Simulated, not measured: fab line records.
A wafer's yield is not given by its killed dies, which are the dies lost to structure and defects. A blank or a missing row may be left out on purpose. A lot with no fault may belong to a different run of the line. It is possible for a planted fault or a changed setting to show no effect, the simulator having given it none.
A sampling plan put to the test -- flow gf180mcu -- one fab line, 38 faults that these records tell of, each judged on the records of the lots that it struck; 7 more are left out, because the records don't allow judging them
Plan = the line's own looks (route steps where a gauge or an inspection reads the wafer without altering it). A look can be judged if struck wafers have a number there and the file gives its usual mean and standard deviation on fault-free wafers. Caught: a look later than the fault's first step finds the struck wafers' mean 4 or more of those standard deviations (sigma) from the usual mean. On the tool: the identical test, applied to the tool's own readings at the steps of the fault. Another recipe on the struck wafers, or a record that is blank for them alone, also counts as caught.

## THE FAULTS, as the simulator had put them in
1. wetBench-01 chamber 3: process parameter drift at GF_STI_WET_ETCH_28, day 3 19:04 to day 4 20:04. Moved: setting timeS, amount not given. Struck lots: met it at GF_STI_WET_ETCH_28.
2. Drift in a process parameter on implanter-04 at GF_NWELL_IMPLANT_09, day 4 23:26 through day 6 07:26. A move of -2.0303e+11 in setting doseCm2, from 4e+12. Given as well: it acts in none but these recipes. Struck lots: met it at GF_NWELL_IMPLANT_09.
3. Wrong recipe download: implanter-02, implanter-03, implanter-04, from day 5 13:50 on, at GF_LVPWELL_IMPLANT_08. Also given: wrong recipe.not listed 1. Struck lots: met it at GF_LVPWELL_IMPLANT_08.
4. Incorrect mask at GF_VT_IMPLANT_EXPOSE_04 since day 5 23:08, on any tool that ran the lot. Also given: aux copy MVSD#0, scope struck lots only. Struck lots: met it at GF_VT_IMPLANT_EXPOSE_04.
5. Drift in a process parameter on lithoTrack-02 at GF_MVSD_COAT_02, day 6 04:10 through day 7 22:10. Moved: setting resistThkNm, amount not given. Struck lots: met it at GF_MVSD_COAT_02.
6. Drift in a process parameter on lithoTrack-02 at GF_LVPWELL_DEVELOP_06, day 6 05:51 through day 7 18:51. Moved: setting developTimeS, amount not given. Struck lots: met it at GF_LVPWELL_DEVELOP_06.
7. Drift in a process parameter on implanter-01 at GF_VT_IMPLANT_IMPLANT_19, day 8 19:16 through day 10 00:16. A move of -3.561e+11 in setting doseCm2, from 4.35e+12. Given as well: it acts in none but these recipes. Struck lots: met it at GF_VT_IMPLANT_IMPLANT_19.
8. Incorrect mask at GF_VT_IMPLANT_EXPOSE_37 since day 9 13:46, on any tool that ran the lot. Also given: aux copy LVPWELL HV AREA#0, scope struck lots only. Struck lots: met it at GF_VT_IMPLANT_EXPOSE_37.
9. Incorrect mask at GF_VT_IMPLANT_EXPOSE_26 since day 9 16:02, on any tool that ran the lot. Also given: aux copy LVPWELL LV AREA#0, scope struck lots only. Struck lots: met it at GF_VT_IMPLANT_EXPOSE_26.
10. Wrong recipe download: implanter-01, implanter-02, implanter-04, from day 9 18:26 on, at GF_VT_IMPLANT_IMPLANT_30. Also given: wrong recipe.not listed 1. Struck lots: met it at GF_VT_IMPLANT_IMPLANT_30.
11. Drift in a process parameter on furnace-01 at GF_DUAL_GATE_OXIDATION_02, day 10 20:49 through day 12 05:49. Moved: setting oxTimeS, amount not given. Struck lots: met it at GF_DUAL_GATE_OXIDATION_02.
12. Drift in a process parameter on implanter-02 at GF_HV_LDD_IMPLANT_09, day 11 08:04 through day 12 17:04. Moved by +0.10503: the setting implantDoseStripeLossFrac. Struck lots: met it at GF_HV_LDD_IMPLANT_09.
13. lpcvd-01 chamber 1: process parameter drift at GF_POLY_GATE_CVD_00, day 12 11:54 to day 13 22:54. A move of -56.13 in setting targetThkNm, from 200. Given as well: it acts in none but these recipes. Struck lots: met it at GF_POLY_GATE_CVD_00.
14. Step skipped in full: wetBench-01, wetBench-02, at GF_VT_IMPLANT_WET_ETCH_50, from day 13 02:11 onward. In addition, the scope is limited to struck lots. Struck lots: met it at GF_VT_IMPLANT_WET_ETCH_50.
15. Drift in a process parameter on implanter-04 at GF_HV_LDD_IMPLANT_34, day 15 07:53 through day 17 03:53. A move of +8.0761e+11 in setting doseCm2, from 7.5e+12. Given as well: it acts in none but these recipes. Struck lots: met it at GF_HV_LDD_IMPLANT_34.
16. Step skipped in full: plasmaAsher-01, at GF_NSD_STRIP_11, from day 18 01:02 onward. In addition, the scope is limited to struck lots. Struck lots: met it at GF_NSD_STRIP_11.
17. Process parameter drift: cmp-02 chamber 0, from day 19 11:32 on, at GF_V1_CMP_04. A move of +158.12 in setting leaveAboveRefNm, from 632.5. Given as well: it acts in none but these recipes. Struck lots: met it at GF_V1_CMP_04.
18. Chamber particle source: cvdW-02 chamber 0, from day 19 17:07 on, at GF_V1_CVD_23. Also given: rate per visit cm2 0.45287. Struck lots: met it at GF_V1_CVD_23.
19. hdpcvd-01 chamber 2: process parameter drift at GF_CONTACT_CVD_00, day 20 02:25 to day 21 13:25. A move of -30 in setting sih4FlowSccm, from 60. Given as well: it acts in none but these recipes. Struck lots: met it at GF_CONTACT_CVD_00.
20. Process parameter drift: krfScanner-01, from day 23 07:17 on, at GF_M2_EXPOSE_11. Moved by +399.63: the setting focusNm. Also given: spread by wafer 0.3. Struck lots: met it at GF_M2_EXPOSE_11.
21. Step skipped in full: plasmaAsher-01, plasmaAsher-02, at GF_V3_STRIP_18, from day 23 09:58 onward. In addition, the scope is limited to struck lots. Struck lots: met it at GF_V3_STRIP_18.
22. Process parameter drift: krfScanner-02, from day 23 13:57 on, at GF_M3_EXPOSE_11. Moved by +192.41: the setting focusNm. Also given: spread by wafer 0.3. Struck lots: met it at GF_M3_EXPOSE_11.
23. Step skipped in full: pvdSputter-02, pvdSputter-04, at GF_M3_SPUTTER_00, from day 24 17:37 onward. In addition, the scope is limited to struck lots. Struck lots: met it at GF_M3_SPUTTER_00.
24. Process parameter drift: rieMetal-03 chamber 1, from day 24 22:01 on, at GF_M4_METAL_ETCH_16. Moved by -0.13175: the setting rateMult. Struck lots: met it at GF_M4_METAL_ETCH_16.
25. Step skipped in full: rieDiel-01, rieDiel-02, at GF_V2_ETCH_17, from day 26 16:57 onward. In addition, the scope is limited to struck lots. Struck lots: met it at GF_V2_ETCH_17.
26. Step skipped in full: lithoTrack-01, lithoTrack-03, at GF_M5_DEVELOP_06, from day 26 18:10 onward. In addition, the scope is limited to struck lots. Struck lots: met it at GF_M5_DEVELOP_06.
27. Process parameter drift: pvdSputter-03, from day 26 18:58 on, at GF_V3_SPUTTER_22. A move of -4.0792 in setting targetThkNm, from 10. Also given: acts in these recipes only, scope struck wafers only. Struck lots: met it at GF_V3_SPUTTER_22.
28. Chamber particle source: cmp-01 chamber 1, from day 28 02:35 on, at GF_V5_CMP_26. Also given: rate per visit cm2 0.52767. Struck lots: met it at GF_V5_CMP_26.
29. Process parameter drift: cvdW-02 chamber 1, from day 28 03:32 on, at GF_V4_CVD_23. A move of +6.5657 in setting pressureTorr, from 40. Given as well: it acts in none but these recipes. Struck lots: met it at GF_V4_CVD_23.
30. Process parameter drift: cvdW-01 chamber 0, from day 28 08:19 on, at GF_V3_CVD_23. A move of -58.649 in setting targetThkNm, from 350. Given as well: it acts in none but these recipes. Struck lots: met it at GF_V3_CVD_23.
31. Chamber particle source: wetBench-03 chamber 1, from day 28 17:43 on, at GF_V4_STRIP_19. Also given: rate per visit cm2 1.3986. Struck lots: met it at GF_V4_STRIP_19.
32. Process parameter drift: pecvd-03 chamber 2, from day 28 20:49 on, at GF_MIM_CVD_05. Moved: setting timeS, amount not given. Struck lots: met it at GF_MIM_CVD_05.
33. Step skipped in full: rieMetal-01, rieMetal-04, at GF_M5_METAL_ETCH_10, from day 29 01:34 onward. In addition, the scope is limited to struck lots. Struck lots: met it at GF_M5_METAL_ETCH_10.
34. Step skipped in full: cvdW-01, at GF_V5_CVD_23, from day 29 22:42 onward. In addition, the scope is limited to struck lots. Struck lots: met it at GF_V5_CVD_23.
35. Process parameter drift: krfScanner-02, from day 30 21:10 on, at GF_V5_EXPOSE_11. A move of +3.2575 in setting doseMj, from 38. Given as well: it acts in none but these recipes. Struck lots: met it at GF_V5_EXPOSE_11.
36. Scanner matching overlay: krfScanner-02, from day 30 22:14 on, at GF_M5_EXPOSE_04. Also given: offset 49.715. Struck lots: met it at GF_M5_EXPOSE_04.
37. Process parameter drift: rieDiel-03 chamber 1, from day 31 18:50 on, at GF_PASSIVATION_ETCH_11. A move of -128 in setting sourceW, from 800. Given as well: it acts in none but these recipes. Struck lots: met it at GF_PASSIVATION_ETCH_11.
38. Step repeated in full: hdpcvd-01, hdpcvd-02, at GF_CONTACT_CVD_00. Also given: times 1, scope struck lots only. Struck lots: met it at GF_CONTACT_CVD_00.

## WHAT THE PLAN SAW
fault,on the tool itself,first look that catches it,"reading, sigma",median hours from its first step to that look,hours from the fault's start to the first struck lot there,judged looks passed uncaught
1,runLengthS -7.8 sigma,none of the 4 looks that can be judged after it,-,-,-,4
2,doseIonsCm2 -44 sigma,GF_VT_IMPLANT_RS_MEAS_47,NWELL_RS +4.0,112.9,114,0
3,under 2 sigma,GF_LVPWELL_TW_MEAS_11,LVPWELL_TW +99 or beyond,0.4,3,0
4,no reading that can be judged,GF_VT_IMPLANT_TW_MEAS_10,VT_IMPLANT_TW -78,7.5,11,0
5,under 2 sigma,none of the 2 looks that can be judged after it,-,-,-,2
6,no reading that can be judged,not the one look that can be judged after it,-,-,-,1
7,doseIonsCm2 -77 sigma,no look after it can be judged,-,-,-,0
8,no reading that can be judged,GF_VT_IMPLANT_TW_MEAS_43,VT_IMPLANT_4_TW -76,8.9,14,0
9,under 2 sigma,GF_VT_IMPLANT_TW_MEAS_32,VT_IMPLANT_3_TW -71,8.5,11,0
10,under 2 sigma,GF_VT_IMPLANT_TW_MEAS_32,VT_IMPLANT_3_TW +75,0.2,4,0
11,no reading that can be judged,GF_DUAL_GATE_THK_MEAS_03,DUAL_GATE_OXIDATION_00_THK +29,1.4,4,0
12,no reading that can be judged,GF_HV_LDD_RS_MEAS_53,HV_LDD_RS +16,61.1,68,2
13,under 2 sigma,GF_POLY_GATE_THK_MEAS_01,POLY_GATE_CVD_00_THK -28,1.3,16,0
14,no reading that can be judged,no look after it can be judged,-,-,-,0
15,doseIonsCm2 +99 or beyond sigma,none of the 2 looks that can be judged after it,"strongest: HV_LDD_RS at GF_HV_LDD_RS_MEAS_53, -2.6",-,-,2
16,the tool's record is blank for the struck wafers,GF_PSD_TW_MEAS_11,PSD_TW -82,24.1,28,0
17,timeToEndpointS -9.8 sigma,no look after it can be judged,-,-,-,0
18,under 2 sigma,no look after it can be judged,-,-,-,0
19,sih4FlowSccm -99 or beyond sigma,GF_CONTACT_THK_MEAS_01,CONTACT_CVD_00_THK -43,0.1,4,0
20,exposureDoseMJCm2 -50 sigma,GF_M2_CD_MEAS_14,cdNm -19,11.1,53,0
21,the tool's record is blank for the struck wafers,no look after it can be judged,-,-,-,0
22,exposureDoseMJCm2 -12 sigma,GF_M3_CD_MEAS_14,cdNm -8.3,10.2,29,0
23,the tool's record is blank for the struck wafers,no look after it can be judged,-,-,-,0
24,oesProductAu -11 sigma,not the one look that can be judged after it,-,-,-,1
25,the tool's record is blank for the struck wafers,no look after it can be judged,-,-,-,0
26,no reading that can be judged,no look after it can be judged,-,-,-,0
27,under 2 sigma,no look after it can be judged,-,-,-,0
28,under 2 sigma,none of the 2 looks that can be judged after it,"strongest: PASSIVATION_BOW at GF_PASSIVATION_BOW_MEAS_14, -2.7",-,-,2
29,chamberPressureTorr +75 sigma,GF_V4_RS_MEAS_24,V4_W_RS -6.3,0.1,8,0
30,under 2 sigma,GF_V3_RS_MEAS_24,V3_W_RS +17,0.1,21,0
31,no reading that can be judged,no look after it can be judged,-,-,-,0
32,runLengthS -9.9 sigma,GF_MIM_THK_MEAS_06,MIM_CVD_05_THK -10,0.0,5,0
33,the tool's record is blank for the struck wafers,no look after it can be judged,-,-,-,0
34,the tool's record is blank for the struck wafers,GF_V5_RS_MEAS_24,V5_W_RS +99 or beyond,0.1,6,0
35,exposureDoseMJCm2 +71 sigma,GF_V5_CD_MEAS_14,cdNm +7.7,8.7,13,0
36,under 2 sigma,GF_M5_OVL_MEAS_08,M5_OVL +8.1,8.8,14,0
37,rfFwdPowerW -53 sigma,no look after it can be judged,-,-,-,0
38,no reading that can be judged,GF_CONTACT_THK_MEAS_01,CONTACT_CVD_00_THK +87,0.3,-,0
A dash: this means the fault isn't caught or the number doesn't appear in these records.

Caught at a look: 20 of 38. Caught on the tool: 19 of 38. By one or the other: 30 of 38.
Caught on the tool alone: faults 1, 7, 15, 17, 21, 23, 24, 25, 33, 37.
Caught at a look alone: faults 3, 4, 8, 9, 10, 11, 12, 13, 30, 36, 38.
Caught by neither: faults 5, 6, 14, 18, 26, 27, 28, 31.

## THINNER SAMPLING
If the look that catches a fault measured only every second or every third lot, by lot number, the first struck lot would be measured this late in the worst case:
fault,"struck lots at that look, in order of time",every lot,every second lot,every third lot
2,"L557, L558",114 h,125 h,may miss all 2
3,"L904, L905, L906, L907",3 h,11 h,15 h
4,L728,11 h,may miss it,may miss it
8,L370,14 h,may miss it,may miss it
9,L787,11 h,may miss it,may miss it
10,"L604, L605, L606, L607",4 h,9 h,16 h
11,"L859, L860",4 h,10 h,may miss all 2
12,"L862, L863",68 h,81 h,may miss all 2
13,"L421, L422",16 h,21 h,may miss all 2
16,"L273, L274",28 h,33 h,may miss all 2
19,"L528, L529",4 h,9 h,may miss all 2
20,L305,53 h,may miss it,may miss it
22,L605,29 h,may miss it,may miss it
29,"L493, L494",8 h,12 h,may miss all 2
30,"L569, L570, L571",21 h,26 h,35 h
32,"L457, L461",5 h,may miss all 2,may miss all 2
34,"L460, L461",6 h,9 h,may miss all 2
35,"L687, L688, L689, L690",13 h,17 h,24 h
36,"L370, L371",14 h,18 h,may miss all 2
Hours: fault start to first struck lot measured. 4 sigma limit: tested on the pooled struck wafers, so a lone lot may be under it. Other struck lots may not be in these records.

## THE LONGEST TIMED WAY FROM STEP TO LOOK
Fault 2: median gap of 112.9 hours between GF_NWELL_IMPLANT_09 and GF_VT_IMPLANT_RS_MEAS_47. No look between them can be judged.
